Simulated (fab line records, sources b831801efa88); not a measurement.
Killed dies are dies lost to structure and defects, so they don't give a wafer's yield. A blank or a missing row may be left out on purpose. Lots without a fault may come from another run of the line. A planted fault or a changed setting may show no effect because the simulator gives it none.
A struck lot beside a sound one | flow sky130 | 15 steps out of a route of 708
Sound: wafers L456.2, L456.4, L456.6. Struck: wafers L450.1, L450.5, L450.6. The cause comes at the end.
At each step with rows: each side's tool, then ch and its chambers, then its first start. Under that, the readings that differ: sound wafers | struck wafers | difference of the means | sigmas: that difference in standard deviations of wafers without a fault.
alike: readings whose means differ by less than 2 such deviations, and words and numbers that are the same on both sides. not compared: withheld readings, readings that some wafer has no value for, bounds like >300 that may hide the same value, and numbers for which the record gives no deviation and whose values overlap.
The two part at a step that has a row with sigmas, a row that says differs or no value, or rows on one side only. Numbers that don't overlap but have no deviation are shown without sigmas and don't part them. A reading that every wafer of one side lacks parts them only if that side has two wafers or more.

first, 1 step without rows for these wafers: SKY_SONOS_TUNNEL_STRIP_11 (strips in SPM, time 600 s).
SKY_SONOS_TUNNEL_TW_MEAS_12:
  sound on film_metro-02, day 15 14:05; struck on film_metro-02, day 13 22:17
  alike: SONOS_TUNNEL_TW
then, 2 steps without rows for these wafers: SKY_SONOS_TUNNEL_CLEAN_13 (cleans in dHF, time 20 s); SKY_SONOS_ONO_OXIDATION_00 (stabilise 600 s, purge 300 s, target thk 2.6 nm).
SKY_SONOS_ONO_THK_MEAS_01:
  sound on film_metro-02, day 15 17:03; struck on film_metro-02, day 14 00:30
  alike: SONOS_ONO_OXIDATION_THK
then, 1 step without rows for these wafers: SKY_SONOS_ONO_CVD_02 (deposits Si3N4 from DCS/NH3, target thk 10.5 nm, time 180 s).
SKY_SONOS_ONO_THK_MEAS_03:
  sound on film_metro-04, day 15 19:19; struck on film_metro-04, day 14 02:32
  alike: SONOS_ONO_CVD_02_THK
then, 1 step without rows for these wafers: SKY_SONOS_ONO_CVD_04 (deposits SiO2 from SiH4/N2O, target thk 5.7199 nm).
SKY_SONOS_ONO_THK_MEAS_05:
  sound on film_metro-02, day 15 22:59; struck on film_metro-03, day 14 03:50
  alike: SONOS_ONO_CVD_04_THK
then, 3 steps without rows for these wafers: SKY_SONOS_ONO_DEHYDRATE_06 (time 60 s); SKY_SONOS_ONO_HMDS_07 (prime time 60 s); SKY_SONOS_ONO_COAT_08 (resist thk 1140 nm).
SKY_SONOS_ONO_SOFTBAKE_09: time 60 s.
  sound on litho_track-04 ch 0, day 16 12:25; struck on litho_track-02 ch 0, day 14 16:42
  reading          | sound             | struck            | difference | sigmas
  run_length_s (s) | 89.25 89.30 89.14 | 91.29 91.38 91.27 | +2.08      | +17
then, 1 step without rows for these wafers: SKY_SONOS_ONO_EXPOSE_10 (exposes mask ONOM, target cd 410 nm).
-- the record jumps here: 33 days lie between the struck wafers' starts before and after (it left off in module SONOS_ONO and takes up again in module PAD_OPEN, whose first step shown is number 708 of the route) --
SKY_PAD_OPEN_PROBE_99:
  sound on prober-02, day 49 03:25; struck on prober-02, day 47 16:29
  alike: killed_at_M0_to_M3, killed_at_M4_up, killed_at_contacts, killed_at_front_end, killed_at_other, killed_dies, killed_open, killed_short

WHERE THEY PART
Only at SKY_SONOS_ONO_SOFTBAKE_09, within this record. Later steps at which nothing parts them and some readings are alike: SKY_PAD_OPEN_PROBE_99.

WHY: what the simulator had put in
Process parameter drift: litho_track-02, from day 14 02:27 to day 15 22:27, at SKY_SONOS_ONO_SOFTBAKE_09. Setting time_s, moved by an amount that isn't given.
